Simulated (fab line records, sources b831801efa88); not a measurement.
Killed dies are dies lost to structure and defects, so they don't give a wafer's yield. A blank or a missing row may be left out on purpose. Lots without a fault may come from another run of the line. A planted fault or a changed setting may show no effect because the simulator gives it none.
Which tool did it? | flow gf180mcu | 13 lots, 39 wafers sampled, at 1 step of a route of 602

WHAT THE GAUGES READ, wafer by wafer
GF_V1_CD_MEAS_14: target cd 260 nm.
lot  | measured     | on        | cd_nm (nm)
L803 | day 18 10:02 | cd_sem-02 | 258.8 258.5 259.9
L804 | day 18 21:20 | cd_sem-02 | 261.8 262.2 260.2
L805 | day 19 13:23 | cd_sem-02 | 259.9 259.5 260.0
L806 | day 19 19:29 | cd_sem-01 | 259.8 259.7 258.3
L808 | day 20 08:55 | cd_sem-01 | 259.9 259.9 260.6
L809 | day 20 20:01 | cd_sem-01 | 260.1 259.0 260.8
L811 | day 21 11:14 | cd_sem-02 | 258.7 258.7 258.5
L812 | day 21 20:13 | cd_sem-02 | 258.0 256.8 258.6
L813 | day 22 04:01 | cd_sem-02 | 259.7 259.2 259.2
L814 | day 22 10:24 | cd_sem-02 | 260.3 260.8 259.4
L815 | day 22 17:14 | cd_sem-02 | 262.0 261.5 261.6
L817 | day 23 15:50 | cd_sem-02 | 259.8 260.4 260.2
L823 | day 25 13:55 | cd_sem-02 | 261.0 261.4 262.3

WHICH TOOL RAN EACH LOT (tool, then ch and the chambers of the sampled wafers, then the start)
The record holds no process step before these readings.

WHAT THE TOOLS THEMSELVES READ (means of the sampled wafers that have a number; where no wafer has one, the mark that the record gives instead)
The record holds no such reading with a usual standard deviation.

THE ANSWER, worked out from the rows above alone
Rule: what is usual is taken from the lots themselves. Put in order of their means at a reading, lots are off if they are a third of the lots or fewer, leave a main group of 4 or more, and stand apart from it by a gap of 3 or more times the standard deviation of the main group's means; of several such gaps the widest counts. A main group whose means are all the same, to the digits that the tables above print for the reading, isn't used. A lot without any number at a reading at which 4 lots or more have one is off too. The other lots that the step has rows for count as sound. The gauges are gone through in route order, then the tools' own readings, and for those a lot's mean is taken as printed above. The first step at which some lot is off is used, and at that step the reading that is off furthest; a lot without a number counts as furthest.
No lot is off at any reading shown: from this, nothing can be told.

WHAT THE SIMULATOR HAD PUT IN
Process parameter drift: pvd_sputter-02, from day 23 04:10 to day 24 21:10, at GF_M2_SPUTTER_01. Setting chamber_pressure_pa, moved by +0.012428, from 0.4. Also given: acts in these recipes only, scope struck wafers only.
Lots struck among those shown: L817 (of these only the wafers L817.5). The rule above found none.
